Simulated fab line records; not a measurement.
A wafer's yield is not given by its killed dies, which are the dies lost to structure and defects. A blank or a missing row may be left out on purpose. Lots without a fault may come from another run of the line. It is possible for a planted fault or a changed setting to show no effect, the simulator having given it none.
fab line records	flow sky130
[record] lots = 11	wafers = 33	last-day = 50
route steps=708 shown VIA3@576 METAL4@631 PAD_OPEN@708
lots with no fault: from the same line, run without faults
start-h: hours from the record's first day to the start of the lot's first wafer shown	wait-h: hours from the lot's prior step to this one	" as in the row above	L1.1+2: a row that stands for several wafers	- either no value or no given start	* or withheld: withheld	< > ~ a bound
route shown NAME@n: a module of which the file shows steps, and the number in the route of the first	usual: mean/standard deviation taken from wafers without a fault	same: alike in all rows	chamber/n: place in a boat	sites: readings site by site	_std_site: the values' standard deviation	_edge_site: inner sites' mean taken away from outer sites' mean	radius-mm: for every site, how far away it sits from the centre of the wafer	mask NAME#n: copy n	behind: the most recent tool/chamber to have shaped the wafer	hold: why the lot was held/for how many hours/how that ended	device: which transistor (n, p or np) failed to switch	end of line: tests of these same wafers at the route's end	step lacking rows: just its recipe	killed: dies that structure and defects cost at the first sort, which is not the same as the wafer's yield	map: a wafer's dies, marking killed ones x, the rest . and places with no die _
set.NAME: the setting the step ran with; set.NAME@STEP: the setting that earlier step ran with	model.NAME: the simulator's own value behind a step, which no gauge read
the route's steps for a sample of lots (tables are steps, rows are wafers)
services: from which hour (start-h, from the record's first day; less than 0 if before it) a tool's chamber was out of use, for how many hours, and why
[[steps]]
[step SKY_VIA3_BOW_MEAS_03]
[recipe] mode = bow
[usual] VIA3_BOW = 80/8
lot.wafer	tool	chamber	start-h	wait-h	VIA3_BOW[um]
L408.1	film-metro-03	-	914.74	0.2	83
L408.3	"	-	"	"	83
L408.6	"	-	"	"	88
L411.3	film-metro-03	-	930.87	0.2	74
L411.5	"	-	"	"	77
L411.6	"	-	"	"	78
L412.2	film-metro-03	-	937.84	0.2	89
L412.3	"	-	"	"	84
L412.6	"	-	"	"	77
L414.3	film-metro-01	-	963.77	0.3	74
L414.4	"	-	"	"	69
L414.5	"	-	"	"	74
L415.2	film-metro-02	-	967.53	0.3	78
L415.4	"	-	"	"	82
L415.5	"	-	"	"	71
L417.2	film-metro-03	-	975.59	0.2	89
L417.5	"	-	"	"	83
L417.6	"	-	"	"	71
L418.1	film-metro-01	-	987.88	0.2	73
L418.2	"	-	"	"	66
L418.3	"	-	"	"	85
L425.2	film-metro-02	-	1038.55	0.1	73
L425.5	"	-	"	"	78
L425.6	"	-	"	"	68
L429.2	film-metro-01	-	1055.87	0.3	83
L429.4	"	-	"	"	83
L429.6	"	-	"	"	80
L430.1	film-metro-01	-	1067.41	0.1	89
L430.4	"	-	"	"	89
L430.6	"	-	"	"	79
L431.1	film-metro-02	-	1069.81	0.2	84
L431.2	"	-	"	"	87
L431.6	"	-	"	"	82
[step SKY_METAL4_DESCUM_15]
[recipe] chemistry = O2	source-power-w = 150	bias-power-w = 0	pressure-mtorr = 10	temp-c = 40	time-s = 8
[usual] drypump-motor-current-A = 5.9/0.36	oes-product-au = 0.997/0.01	rf-fwd-power-W = 147.4/0.77
lot.wafer	tool	chamber	start-h	wait-h	drypump-motor-current-A	oes-product-au	rf-fwd-power-W	rf-hours-counter-h
L408.1	rie-metal-03	0	991.97	0.0	5.7	0.993	148.9	9
L408.3	"	1	"	"	6.1	1.000	148.1	-
L408.6	"	1	"	"	6.1	1.009	149.0	-
L411.3	rie-metal-04	1	1006.07	0.0	5.6	0.995	147.3	-
L411.5	"	0	"	"	6.1	0.980	147.4	-
L411.6	"	1	"	"	5.6	1.000	147.2	-
L412.2	rie-metal-01	0	1012.62	0.0	6.5	1.004	145.9	11
L412.3	"	1	"	"	5.4	0.988	147.0	-
L412.6	"	1	"	"	5.4	0.976	146.8	-
L414.3	rie-metal-04	1	1039.38	0.0	5.6	0.987	148.1	-
L414.4	"	0	"	"	6.1	0.986	148.4	-
L414.5	"	1	"	"	5.6	0.990	147.4	-
L415.2	rie-metal-03	1	1040.71	0.0	6.2	1.005	147.3	6
L415.4	"	1	"	"	6.1	1.014	147.1	-
L415.5	"	1	"	"	6.1	1.012	147.5	-
L417.2	rie-metal-03	1	1045.55	0.0	6.1	1.013	147.8	6
L417.5	"	0	"	"	5.7	0.991	147.4	-
L417.6	"	1	"	"	6.1	1.012	147.8	-
L418.1	rie-metal-03	1	1056.86	0.0	6.1	1.014	147.5	6
L418.2	"	0	"	"	5.7	1.002	147.4	13
L418.3	"	1	"	"	6.1	1.009	147.5	-
L425.2	rie-metal-03	1	1106.26	0.0	6.1	1.008	148.0	10
L425.5	"	0	"	"	5.7	0.987	146.8	-
L425.6	"	1	"	"	6.1	1.004	148.4	-
L429.2	rie-metal-01	1	1118.56	0.0	5.4	0.995	146.3	25
L429.4	"	1	"	"	5.3	0.990	146.7	-
L429.6	"	1	"	"	5.4	0.997	146.2	-
L430.1	rie-metal-04	0	1132.02	0.0	6.1	1.001	148.7	22
L430.4	"	1	"	"	5.6	0.993	147.5	-
L430.6	"	1	"	"	5.6	0.995	148.4	-
L431.1	rie-metal-04	1	1132.74	0.0	5.6	0.999	147.2	24
L431.2	"	0	"	"	6.1	1.000	147.8	22
L431.6	"	1	"	"	5.6	1.005	147.5	-
[step SKY_METAL4_METAL_ETCH_18]
[recipe] target-depth-a = 8450	stop-on = SiO2	over-etch-frac = 0.3	time-s = 183.1	chemistry = Cl2/BCl3	resist-sidewall-deg = 88	pressure-mtorr = 10	icp-w = 900	bias-w = 48.5	Cl2_flow_sccm = 60	bcl3-flow-sccm = 30
[usual] bias-w = 48.49/0.17	drypump-motor-current-A = 5.9/0.47	oes-product-au = 0.863/0.0066	rf-fwd-power-W = 897/3.4	throttle-valve-pct = 22.264/0.0096
lot.wafer	tool	chamber	start-h	wait-h	bias-w	drypump-motor-current-A	oes-product-au	rf-fwd-power-W	rf-hours-counter-h	throttle-valve-pct
L408.1	rie-metal-01	0	992.12	0.0	48.53	6.6	0.856	891	9	22.252
L408.3	"	1	"	"	48.26	5.4	0.861	897	-	22.268
L408.6	"	1	"	"	48.35	5.3	0.861	893	-	22.268
L411.3	rie-metal-03	1	1006.26	0.1	48.43	6.1	0.870	899	-	22.268
L411.5	"	1	"	"	48.48	6.1	0.871	893	-	22.260
L411.6	"	0	"	"	48.19	5.7	0.872	900	-	22.288
L412.2	rie-metal-03	1	1012.77	0.0	48.31	6.2	0.864	894	4	22.256
L412.3	"	1	"	"	48.50	6.1	0.860	897	-	22.263
L412.6	"	0	"	"	48.30	5.6	0.858	899	-	22.259
L414.3	rie-metal-03	0	1039.58	0.1	48.49	5.7	0.866	895	-	22.278
L414.4	"	1	"	"	48.57	6.1	0.866	896	-	22.244
L414.5	"	0	"	"	48.38	5.7	0.865	898	-	22.274
L415.2	rie-metal-04	0	1040.86	0.0	48.55	6.1	0.873	898	15	22.268
L415.4	"	0	"	"	48.38	6.1	0.857	900	-	22.260
L415.5	"	0	"	"	48.14	6.1	0.864	901	-	22.278
L417.2	rie-metal-04	1	1045.70	0.0	48.17	5.6	0.864	897	18	22.282
L417.5	"	0	"	"	50.17	6.1	0.863	901	-	22.248
L417.6	"	1	"	"	48.45	5.6	0.864	898	-	22.266
L418.1	rie-metal-04	1	1057.01	0.0	48.57	5.6	0.859	896	18	22.260
L418.2	"	0	"	"	50.02	6.1	0.857	901	16	22.254
L418.3	"	0	"	"	49.78	6.1	0.853	897	-	22.269
L425.2	rie-metal-01	1	1106.41	0.0	48.34	5.3	0.862	900	24	22.250
L425.5	"	0	"	"	48.44	6.6	0.865	893	-	22.276
L425.6	"	1	"	"	48.68	5.4	0.846	901	-	22.252
L429.2	rie-metal-04	0	1118.76	0.1	48.41	6.1	0.878	902	-	22.254
L429.4	"	0	"	"	48.66	6.1	0.863	898	-	22.269
L429.6	"	0	"	"	48.88	6.1	0.873	899	-	22.251
L430.1	rie-metal-01	1	1132.17	0.0	48.57	5.3	0.866	896	26	22.256
L430.4	"	0	"	"	48.38	6.6	0.861	897	-	22.276
L430.6	"	1	"	"	48.55	5.3	0.862	896	-	22.264
L431.1	rie-metal-01	1	1132.89	0.0	48.53	5.4	0.869	900	27	22.263
L431.2	"	0	"	"	48.21	6.6	0.866	898	21	22.275
L431.6	"	0	"	"	48.43	6.6	0.856	899	-	22.271
[step SKY_METAL4_STRIP_19]
[recipe] chemistry = O2/N2	power-w = 1400	pressure-mtorr = 1500	platen-temp-c = withheld	o2-flow-sccm = 3000	n2-flow-sccm = 300	overash-fraction = 0.5
[usual] drypump-motor-current-A = 5.6/0.45	o2-flow-sccm = 3001/8.8	oes-product-au = 0.502/0.0055	strip-time-to-endpoint-s = 6.55/0.093
lot.wafer	tool	chamber	start-h	wait-h	drypump-motor-current-A	o2-flow-sccm	oes-product-au	rf-hours-counter-h	strip-time-to-endpoint-s
L408.1	plasma-asher-02	1	992.30	0.1	4.9	3012	0.493	59	6.39
L408.3	"	1	"	"	4.9	3015	0.494	-	6.56
L408.6	"	1	"	"	4.9	3008	0.506	-	6.62
L411.3	plasma-asher-03	0	1006.42	0.1	5.6	2994	0.493	-	6.37
L411.5	"	1	"	"	5.9	3005	0.503	-	6.47
L411.6	"	0	"	"	5.6	3007	0.499	-	6.58
L412.2	plasma-asher-01	0	1012.95	0.1	6.2	3014	0.494	92	6.40
L412.3	"	0	"	"	6.2	3010	0.505	-	6.42
L412.6	"	1	"	"	5.4	2988	0.507	-	6.62
L414.3	plasma-asher-02	0	1039.73	0.1	5.8	2995	0.507	-	6.55
L414.4	"	1	"	"	4.9	2997	0.502	-	6.41
L414.5	"	1	"	"	4.9	2993	0.504	-	6.55
L415.2	plasma-asher-02	0	1041.03	0.1	5.8	3001	0.510	63	6.69
L415.4	"	0	"	"	5.8	2997	0.511	-	6.69
L415.5	"	1	"	"	4.9	3006	0.510	-	6.66
L417.2	plasma-asher-03	0	1045.87	0.1	5.6	3009	0.510	121	6.62
L417.5	"	1	"	"	6.0	3001	0.507	-	6.54
L417.6	"	0	"	"	5.6	3005	0.504	-	6.62
L418.1	plasma-asher-01	1	1057.18	0.1	5.4	2999	0.513	96	6.72
L418.2	"	0	"	"	6.2	3001	0.499	96	6.55
L418.3	"	1	"	"	5.4	2998	0.502	-	6.58
L425.2	plasma-asher-01	0	1106.58	0.1	6.3	3003	0.506	99	6.66
L425.5	"	0	"	"	6.2	3001	0.497	-	6.53
L425.6	"	1	"	"	5.4	3023	0.508	-	6.64
L429.2	plasma-asher-02	0	1119.06	0.2	5.8	3001	0.501	72	6.57
L429.4	"	1	"	"	4.9	2999	0.504	-	6.50
L429.6	"	0	"	"	5.8	3002	0.504	-	6.56
L430.1	plasma-asher-03	0	1132.34	0.1	5.6	2986	0.496	6	6.58
L430.4	"	1	"	"	5.9	3001	0.506	-	6.46
L430.6	"	0	"	"	5.6	2983	0.506	-	6.62
L431.1	plasma-asher-02	1	1133.07	0.1	4.9	3028	0.504	73	6.57
L431.2	"	0	"	"	5.8	2990	0.501	73	6.40
L431.6	"	1	"	"	4.9	3009	0.498	-	6.43
[step SKY_PAD_OPEN_PROBE_99]
[usual] defect-limited-yield = 82.6/1.9	killed_at_M0_to_M3 = 43/5.9	killed_at_M4_up = 2.9/1.5	killed-at-contacts = 24/5	killed-at-front-end = 15/4.8	killed-at-other = 0.2/0.5	killed-dies = 86/9.3	killed-open = 47/7.1	killed-short = 38/6.3	sort_bin_3_pad_short = 0.8/0.42	sort_bin_5_function = 10.2/1.4	sort_bin_6_memory = 6.4/1.1	sort-n-pass = 406/9.3	sort-yield-pct = 82.6/1.9
[same] gross-dies = 492	killed-at-back-side = 0	sort_bin_4_leakage[%] = 0	sort_bin_8_speed[%] = 0
lot.wafer	tool	chamber	start-h	wait-h	defect-limited-yield[%]	killed_at_M0_to_M3	killed_at_M4_up	killed-at-contacts	killed-at-front-end	killed-at-other	killed-dies	killed-open	killed-short	sort_bin_3_pad_short[%]	sort_bin_5_function[%]	sort_bin_6_memory[%]	sort-n-pass	sort-yield-pct[%]
L417.2	prober-02	-	1136.53	0.1	79.7	42	1	25	32	0	100	52	48	2.2	10.0	8.1	392	79.7
L417.5	prober-02	-	1136.68	0.2	82.1	46	4	26	12	0	88	33	55	0.6	10.8	6.5	404	82.1
L417.6	prober-02	-	1136.73	0.2	85.6	36	3	21	11	0	71	37	34	0.6	8.7	5.1	421	85.6
// killed by level:class
L417.2 LI_CONTACT:geometric-particle:open=12 VIA2:geometric-particle:open=9 POLY_GATE:geometric-particle:open=9 VIA1:geometric-particle:open=7 METAL1:geometric-particle:short=7 FIELD_ISO:geometric-particle:short=6 POLY_GATE:geometric-particle:short=6 VIA1:geometric-particle:short=6
L417.5 CONTACT:geometric-particle:open=9 LOCAL_INTERCONNECT:geometric-particle:short=7 METAL1:geometric-particle:short=7 CONTACT:geometric-particle:short=6 METAL2:geometric-particle:short=6 VIA2:geometric-particle:open=6 VIA1:geometric-particle:open=5 METAL3:geometric-particle:short=5
L417.6 CONTACT:geometric-particle:open=9 VIA2:geometric-particle:open=6 VIA3:geometric-particle:open=5 METAL1:geometric-particle:short=5 LI_CONTACT:geometric-particle:open=4 VIA3:geometric-particle:short=4 VIA1:geometric-particle:short=4 METAL2:geometric-particle:short=4
[[services]]
tool	chamber	start-h	hours	kind
rie-metal-04	0	978.51	1.7	repair
plasma-asher-02	-	1010.94	2.8	repair
rie-metal-04	0	1015.94	1.2	repair
plasma-asher-02	-	1036.81	2.8	pm
plasma-asher-03	-	1055.25	9.0	pm
plasma-asher-03	0	1055.25	9.0	vent-cycle
plasma-asher-03	1	1055.25	9.0	vent-cycle
plasma-asher-03	0	1064.25	-	clean
plasma-asher-03	1	1064.25	-	clean
plasma-asher-01	-	1076.77	6.7	repair
plasma-asher-01	-	1083.45	10.2	pm
rie-metal-01	1	1085.52	7.9	repair
rie-metal-04	1	1116.99	4.1	repair
plasma-asher-02	-	1129.03	0.5	repair
[[key]]
[first-sign] step = SKY_METAL4_METAL_ETCH_18	reading = bias-w	direction = up	sigmas = 8.6	usual = 48.49	struck = 49.99
effect none on later readings
met-at SKY_METAL4_METAL_ETCH_18
struck-lots L417,L418
struck-wafers L417.5,L418.2,L418.3
not-acting-at SKY_VIA3_BOW_MEAS_03,SKY_METAL4_DESCUM_15,SKY_METAL4_STRIP_19
onset-between 1040.86 1045.70
[fault] kind = process-parameter-drift	tool = rie-metal-04	chamber = 0	onset-h = 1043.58	steps = SKY_METAL4_METAL_ETCH_18	channel = bias-w	offset = 1.4695	shape = step	end-h = 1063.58	acts-in = these-recipes-only	stated = 48.5
